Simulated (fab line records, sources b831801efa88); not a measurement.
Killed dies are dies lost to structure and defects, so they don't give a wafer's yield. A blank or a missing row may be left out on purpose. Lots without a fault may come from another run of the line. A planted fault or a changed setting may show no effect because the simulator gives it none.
Which tool did it? | flow gf180mcu | 14 lots, 42 wafers sampled, at 3 steps of a route of 602

WHAT THE GAUGES READ, wafer by wafer
GF_SAB_CD_MEAS_09: target cd 420 nm. Usual: cd_nm 419.6 nm, standard deviation 2.1.
lot  | measured     | on        | cd_nm (nm)        | flag
L854 | day 15 10:59 | cd_sem-01 | 420.3 420.2 418.4 |
L855 | day 16 03:56 | cd_sem-01 | 418.4 417.7 419.6 |
L856 | day 16 10:31 | cd_sem-02 | 421.2 418.4 420.5 |
L857 | day 16 15:47 | cd_sem-02 | 418.2 416.8 418.5 |
L858 | day 17 00:38 | cd_sem-02 | 419.7 417.1 416.2 |
L859 | day 17 14:26 | cd_sem-02 | 418.5 418.3 416.1 |
L866 | day 20 01:54 | cd_sem-01 | 421.5 423.2 422.4 |
L867 | day 20 13:12 | cd_sem-02 | 418.2 417.3 418.8 |
L868 | day 20 15:06 | cd_sem-02 | 420.2 422.8 424.3 |
L872 | day 22 03:23 | cd_sem-01 | 420.6 420.9 419.9 |
L873 | day 22 12:21 | cd_sem-01 | 423.4 424.5 421.0 |
L874 | day 22 23:15 | cd_sem-02 | 418.9 420.8 421.0 |
L875 | day 23 01:37 | cd_sem-01 | 419.6 417.9 419.6 |
L876 | day 23 06:42 | cd_sem-01 | 418.4 419.7 421.5 |

GF_CONTACT_OVL_MEAS_15. Usual: CONTACT_OVL 1 nm, standard deviation 6.2.
lot  | measured     | on         | CONTACT_OVL (nm) | flag
L854 | day 16 10:52 | overlay-02 | -9 -7 -10        |
L855 | day 17 04:36 | overlay-01 | -4 -4 -5         |
L856 | day 17 10:17 | overlay-01 | 9 0 3            |
L857 | day 17 16:40 | overlay-01 | 6 1 4            |
L858 | day 18 01:21 | overlay-01 | 8 12 9           |
L859 | day 18 15:58 | overlay-02 | -10 -4 -1        |
L866 | day 21 04:00 | overlay-02 | 0 4 7            |
L867 | day 21 15:18 | overlay-02 | -5 -6 -6         |
L868 | day 21 16:22 | overlay-01 | 4 0 -1           |
L872 | day 23 04:07 | overlay-01 | -4 -8 -7         |
L873 | day 23 12:32 | overlay-01 | -3 -6 -4         |
L874 | day 23 23:10 | overlay-01 | 1 -3 5           |
L875 | day 24 02:10 | overlay-01 | 1 10 1           |
L876 | day 24 06:28 | overlay-01 | 4 5 17           |

WHICH TOOL RAN EACH LOT (tool, then ch and the chambers of the sampled wafers, then the start)
lot  | GF_SALICIDE_RTA_06
L854 | rtp_anneal-02 ch 0, day 15 11:43
L855 | rtp_anneal-02 ch 0, day 16 04:40
L856 | rtp_anneal-02 ch 0, day 16 11:14
L857 | rtp_anneal-02 ch 0, day 16 16:31
L858 | rtp_anneal-02 ch 0, day 17 01:22
L859 | rtp_anneal-01 ch 0, day 17 15:10
L866 | rtp_anneal-02 ch 0, day 20 02:38
L867 | rtp_anneal-02 ch 0, day 20 13:56
L868 | rtp_anneal-01 ch 0, day 20 15:50
L872 | rtp_anneal-01 ch 0, day 22 04:07
L873 | rtp_anneal-02 ch 0, day 22 13:08
L874 | rtp_anneal-02 ch 0, day 22 23:59
L875 | rtp_anneal-02 ch 0, day 23 02:20
L876 | rtp_anneal-02 ch 0, day 23 07:26
- GF_SALICIDE_RTA_06: time 30 s.

WHAT THE TOOLS THEMSELVES READ (means of the sampled wafers that have a number; where no wafer has one, the mark that the record gives instead)
GF_SALICIDE_RTA_06. Usual: chamber_o2_ppm 2.002, standard deviation 0.023; lamp_power_pct 6.8 %, standard deviation 0.42; wafer_temp_C_max 531.5, standard deviation 0.37.
lot  | tool          | chamber_o2_ppm | lamp_power_pct (%) | wafer_temp_C_max | flag
L854 | rtp_anneal-02 | 2.024          | 7.1                | 531.3            |
L855 | rtp_anneal-02 | 2.005          | 7.1                | 531.5            |
L856 | rtp_anneal-02 | 1.997          | 7.1                | 531.8            |
L857 | rtp_anneal-02 | 302.027        | 7.1                | 532.1            | OFF
L858 | rtp_anneal-02 | 301.983        | 7.1                | 531.5            | OFF
L859 | rtp_anneal-01 | 2.013          | 6.2                | 532.0            |
L866 | rtp_anneal-02 | 1.993          | 7.1                | 531.5            |
L867 | rtp_anneal-02 | 1.996          | 7.1                | 531.5            |
L868 | rtp_anneal-01 | 2.014          | 6.2                | 531.1            |
L872 | rtp_anneal-01 | 2.005          | 6.2                | 531.5            |
L873 | rtp_anneal-02 | 1.973          | 7.1                | 531.0            |
L874 | rtp_anneal-02 | 1.987          | 7.1                | 531.9            |
L875 | rtp_anneal-02 | 2.006          | 7.1                | 531.4            |
L876 | rtp_anneal-02 | 2.024          | 7.1                | 531.3            |

THE ANSWER, worked out from the rows above alone
Rule: a lot is off if the mean of its wafers that have a number lies more than 3 standard deviations from the usual mean. A lot without any number at a reading at which 4 lots or more have one is off too. The other lots that the step has rows for count as sound. The gauges are gone through in route order, then the tools' own readings, and for those a lot's mean is taken as printed above. The first step at which some lot is off is used, and at that step the reading that is off furthest; a lot without a number counts as furthest.
Off: L857, L858, at GF_SALICIDE_RTA_06 (chamber_o2_ppm).
A tool fits if, at that step or a process step before it, it ran every lot that is off, and no sound lot after the first of them. None of those tried fits.

WHAT THE SIMULATOR HAD PUT IN
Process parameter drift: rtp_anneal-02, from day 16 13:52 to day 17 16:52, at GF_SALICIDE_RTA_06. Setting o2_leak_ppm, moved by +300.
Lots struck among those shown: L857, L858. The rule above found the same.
